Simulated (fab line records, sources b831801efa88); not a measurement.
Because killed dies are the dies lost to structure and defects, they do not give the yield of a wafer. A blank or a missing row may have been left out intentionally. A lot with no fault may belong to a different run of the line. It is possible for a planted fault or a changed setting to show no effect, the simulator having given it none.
Which tool was responsible? || flow gf180mcu || 18 wafers sampled from 6 lots at 1 step of a route of 602

## WHAT THE GAUGES SHOWED, per wafer
GF_CONTACT_BOW_MEAS_05.
{"lot": "L911", "measured": "day 17 11:10", "on": "film metro-01", "CONTACT_BOW (um)": "75 65 56"}
{"lot": "L912", "measured": "day 18 19:10", "on": "film metro-02", "CONTACT_BOW (um)": "65 62 63"}
{"lot": "L915", "measured": "day 19 14:43", "on": "film metro-03", "CONTACT_BOW (um)": "72 75 52"}
{"lot": "L919", "measured": "day 20 02:54", "on": "film metro-02", "CONTACT_BOW (um)": "78 67 65"}
{"lot": "L922", "measured": "day 20 21:55", "on": "film metro-01", "CONTACT_BOW (um)": "58 51 72"}
{"lot": "L927", "measured": "day 22 14:03", "on": "film metro-01", "CONTACT_BOW (um)": "58 63 70"}

## WHICH TOOL RAN EACH LOT (tool, then ch and the chambers of the sampled wafers, then the start)
The record holds no process step before these readings.

## THE ANSWER, worked out from the rows above alone
Rule: usual is defined by the lots themselves. The widest of any qualifying gaps counts: lots, ordered by their means at a reading, are off when they make up no more than a third of the lots, leave a main group of 4 or more, and stand apart from it by 3 or more times the standard deviation of that group's means. Not used: any main group whose means are identical at the precision the tables above print for the reading. Also off: a lot with no number at a reading for which 4 or more lots have one. Where the step has rows for the other lots, those lots are counted as sound.
No lot is off at any reading shown: from this, nothing can be told.

## WHAT THE SIMULATOR HAD PUT IN
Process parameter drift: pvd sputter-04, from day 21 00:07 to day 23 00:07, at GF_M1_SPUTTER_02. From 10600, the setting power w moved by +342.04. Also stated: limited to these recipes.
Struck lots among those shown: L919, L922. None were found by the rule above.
